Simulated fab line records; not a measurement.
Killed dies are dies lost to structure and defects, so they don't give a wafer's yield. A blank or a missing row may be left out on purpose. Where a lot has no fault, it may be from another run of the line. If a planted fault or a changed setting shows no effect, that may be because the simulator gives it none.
The tool behind it: which one? / flow sky130 / 42 wafers from 14 lots sampled at 4 of the route's 708 steps

WHAT EACH GAUGE READ, for each wafer
SKY_FIELD_ISO_THK_MEAS_02. Usual: FIELD_ISO_OXIDATION_00_THK typically reads 11.99 nm, with standard deviation 0.24.
lot=L409; measured=day 1 12:26; on=film_metro-01; FIELD_ISO_OXIDATION_00_THK (nm)=12.08 12.14 12.12; flag=
lot=L410; measured=day 1 16:38; on=film_metro-03; FIELD_ISO_OXIDATION_00_THK (nm)=12.37 11.98 12.19; flag=
lot=L411; measured=day 1 21:38; on=film_metro-04; FIELD_ISO_OXIDATION_00_THK (nm)=11.77 11.70 11.92; flag=
lot=L412; measured=day 2 03:37; on=film_metro-03; FIELD_ISO_OXIDATION_00_THK (nm)=11.84 11.77 11.83; flag=
lot=L414; measured=day 2 12:38; on=film_metro-04; FIELD_ISO_OXIDATION_00_THK (nm)=12.06 12.10 12.13; flag=
lot=L415; measured=day 2 18:01; on=film_metro-04; FIELD_ISO_OXIDATION_00_THK (nm)=12.27 12.35 12.11; flag=
lot=L416; measured=day 2 22:38; on=film_metro-03; FIELD_ISO_OXIDATION_00_THK (nm)=11.73 12.02 11.80; flag=
lot=L418; measured=day 3 09:28; on=film_metro-03; FIELD_ISO_OXIDATION_00_THK (nm)=12.01 11.89 11.97; flag=
lot=L420; measured=day 3 18:58; on=film_metro-03; FIELD_ISO_OXIDATION_00_THK (nm)=12.29 12.21 12.44; flag=
lot=L422; measured=day 4 04:38; on=film_metro-04; FIELD_ISO_OXIDATION_00_THK (nm)=11.80 11.95 12.07; flag=
lot=L426; measured=day 5 01:50; on=film_metro-04; FIELD_ISO_OXIDATION_00_THK (nm)=12.04 11.89 11.88; flag=
lot=L427; measured=day 5 06:04; on=film_metro-03; FIELD_ISO_OXIDATION_00_THK (nm)=12.09 11.80 11.93; flag=
lot=L431; measured=day 6 02:38; on=film_metro-04; FIELD_ISO_OXIDATION_00_THK (nm)=11.91 11.99 11.89; flag=
lot=L432; measured=day 6 06:51; on=film_metro-01; FIELD_ISO_OXIDATION_00_THK (nm)=11.73 11.95 11.92; flag=

SKY_SD_N_CD_MEAS_07: target cd 380 nm. Usual: 380 nm for cd_nm, sd 3.3.
lot=L409; measured=day 27 21:31; on=cd_sem-01; cd_nm (nm)=382 382 382; flag=
lot=L410; measured=day 28 10:44; on=cd_sem-01; cd_nm (nm)=375 376 375; flag=
lot=L411; measured=day 28 09:14; on=cd_sem-02; cd_nm (nm)=388 386 388; flag=
lot=L412; measured=day 29 17:56; on=cd_sem-01; cd_nm (nm)=377 376 377; flag=
lot=L414; measured=day 29 23:41; on=cd_sem-01; cd_nm (nm)=379 380 381; flag=
lot=L415; measured=day 30 12:06; on=cd_sem-01; cd_nm (nm)=375 378 376; flag=
lot=L416; measured=day 30 15:21; on=cd_sem-02; cd_nm (nm)=375 378 379; flag=
lot=L418; measured=day 31 05:01; on=cd_sem-01; cd_nm (nm)=381 382 383; flag=
lot=L420; measured=day 32 05:58; on=cd_sem-01; cd_nm (nm)=381 381 378; flag=
lot=L422; measured=day 32 18:07; on=cd_sem-01; cd_nm (nm)=380 379 378; flag=
lot=L426; measured=day 33 15:06; on=cd_sem-02; cd_nm (nm)=382 384 381; flag=
lot=L427; measured=day 33 20:52; on=cd_sem-02; cd_nm (nm)=376 376 377; flag=
lot=L431; measured=day 35 18:02; on=cd_sem-01; cd_nm (nm)=378 380 377; flag=
lot=L432; measured=day 35 21:45; on=cd_sem-02; cd_nm (nm)=383 385 385; flag=

SKY_LOCAL_INTERCONNECT_CD_MEAS_11: target cd 170 nm. Usual: 170.2 nm for cd_nm, sd 1.4.
lot=L409; measured=day 30 11:31; on=cd_sem-02; cd_nm (nm)=170.6 170.9 169.8; flag=
lot=L410; measured=day 30 23:44; on=cd_sem-02; cd_nm (nm)=169.4 169.4 167.9; flag=
lot=L411; measured=day 30 20:26; on=cd_sem-02; cd_nm (nm)=170.2 169.9 171.2; flag=
lot=L412; measured=day 32 04:30; on=cd_sem-01; cd_nm (nm)=169.0 169.3 170.3; flag=
lot=L414; measured=day 32 11:04; on=cd_sem-01; cd_nm (nm)=171.1 171.0 170.3; flag=
lot=L415; measured=day 32 23:13; on=cd_sem-01; cd_nm (nm)=166.8 169.8 168.6; flag=
lot=L416; measured=day 33 02:25; on=cd_sem-01; cd_nm (nm)=168.7 171.9 170.9; flag=
lot=L418; measured=day 33 16:09; on=cd_sem-02; cd_nm (nm)=170.1 170.7 169.8; flag=
lot=L420; measured=day 34 16:50; on=cd_sem-02; cd_nm (nm)=170.4 171.4 168.9; flag=
lot=L422; measured=day 35 02:56; on=cd_sem-02; cd_nm (nm)=172.6 172.1 171.0; flag=
lot=L426; measured=day 35 23:44; on=cd_sem-01; cd_nm (nm)=168.2 168.9 168.6; flag=
lot=L427; measured=day 36 05:26; on=cd_sem-02; cd_nm (nm)=168.4 169.3 167.2; flag=
lot=L431; measured=day 37 23:40; on=cd_sem-01; cd_nm (nm)=171.3 172.8 171.7; flag=
lot=L432; measured=day 38 04:17; on=cd_sem-01; cd_nm (nm)=171.9 172.7 170.6; flag=

TOOL THAT RAN EACH LOT (tool first, then ch and the chambers of the sampled wafers, then the start)
lot=L409; SKY_VT_ADJUST_HVTP_SOFTBAKE_03=litho_track-02 ch 0, day 5 14:35
lot=L410; SKY_VT_ADJUST_HVTP_SOFTBAKE_03=litho_track-03 ch 0, day 5 21:20
lot=L411; SKY_VT_ADJUST_HVTP_SOFTBAKE_03=litho_track-02 ch 0, day 6 00:05
lot=L412; SKY_VT_ADJUST_HVTP_SOFTBAKE_03=litho_track-03 ch 0, day 6 08:22
lot=L414; SKY_VT_ADJUST_HVTP_SOFTBAKE_03=litho_track-04 ch 0, day 6 21:07
lot=L415; SKY_VT_ADJUST_HVTP_SOFTBAKE_03=litho_track-03 ch 0, day 7 07:37
lot=L416; SKY_VT_ADJUST_HVTP_SOFTBAKE_03=litho_track-04 ch 0, day 7 12:38
lot=L418; SKY_VT_ADJUST_HVTP_SOFTBAKE_03=litho_track-02 ch 0, day 7 23:49
lot=L420; SKY_VT_ADJUST_HVTP_SOFTBAKE_03=litho_track-04 ch 0, day 8 12:25
lot=L422; SKY_VT_ADJUST_HVTP_SOFTBAKE_03=litho_track-03 ch 0, day 9 00:34
lot=L426; SKY_VT_ADJUST_HVTP_SOFTBAKE_03=litho_track-03 ch 0, day 10 01:58
lot=L427; SKY_VT_ADJUST_HVTP_SOFTBAKE_03=litho_track-03 ch 0, day 10 07:56
lot=L431; SKY_VT_ADJUST_HVTP_SOFTBAKE_03=litho_track-03 ch 0, day 11 17:56
lot=L432; SKY_VT_ADJUST_HVTP_SOFTBAKE_03=litho_track-04 ch 0, day 11 22:40
- SKY_VT_ADJUST_HVTP_SOFTBAKE_03: time 60 s.

WHAT THE TOOLS THEMSELVES READ (means of the sampled wafers that have a number; where no wafer has one, the mark that the record gives instead)
SKY_VT_ADJUST_HVTP_SOFTBAKE_03. Usual: 89.19 s for run_length_s, sd 0.25.
lot=L409; tool=litho_track-02; run_length_s (s)=89.26; flag=
lot=L410; tool=litho_track-03; run_length_s (s)=89.34; flag=
lot=L411; tool=litho_track-02; run_length_s (s)=89.21; flag=
lot=L412; tool=litho_track-03; run_length_s (s)=89.36; flag=
lot=L414; tool=litho_track-04; run_length_s (s)=88.97; flag=
lot=L415; tool=litho_track-03; run_length_s (s)=89.35; flag=
lot=L416; tool=litho_track-04; run_length_s (s)=88.87; flag=
lot=L418; tool=litho_track-02; run_length_s (s)=89.19; flag=
lot=L420; tool=litho_track-04; run_length_s (s)=88.78; flag=
lot=L422; tool=litho_track-03; run_length_s (s)=89.56; flag=
lot=L426; tool=litho_track-03; run_length_s (s)=89.38; flag=
lot=L427; tool=litho_track-03; run_length_s (s)=107.21; flag=OFF
lot=L431; tool=litho_track-03; run_length_s (s)=107.30; flag=OFF
lot=L432; tool=litho_track-04; run_length_s (s)=88.81; flag=

THE ANSWER, worked out from the rows above alone
Rule: a lot is off if the mean of its wafers that have a number lies more than 3 standard deviations from the usual mean. A lot without any number at a reading at which 4 lots or more have one is off too. The other lots that the step has rows for count as sound. The gauges are gone through in route order, then the tools' own readings, and for those a lot's mean is taken as printed above. At the first step where some lot is off, the reading lying furthest off is the one used; lots without a number count as furthest.
Off, at SKY_VT_ADJUST_HVTP_SOFTBAKE_03 on run_length_s: L427, L431.
A tool fits if, at that step or a process step before it, it ran every lot that is off, and no sound lot after the first of them. One fits: litho_track-03 at SKY_VT_ADJUST_HVTP_SOFTBAKE_03. Its last sound lot is L426 (day 10 01:58), its first lot that is off L427 (day 10 07:56): a fault that began between those two fits.
On the lots that are off, the tool's own readings at SKY_VT_ADJUST_HVTP_SOFTBAKE_03 differ by more than 5 times the standard deviation of the sound lots' means, which bears it out; run_length_s reads 107.25 s there versus 89.17 s on the sound lots.

WHAT THE SIMULATOR HAD INSERTED
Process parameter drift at SKY_VT_ADJUST_HVTP_SOFTBAKE_03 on litho_track-03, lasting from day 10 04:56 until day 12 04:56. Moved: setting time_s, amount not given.
Lots struck among those shown: L427, L431. The rule above reached the same finding.
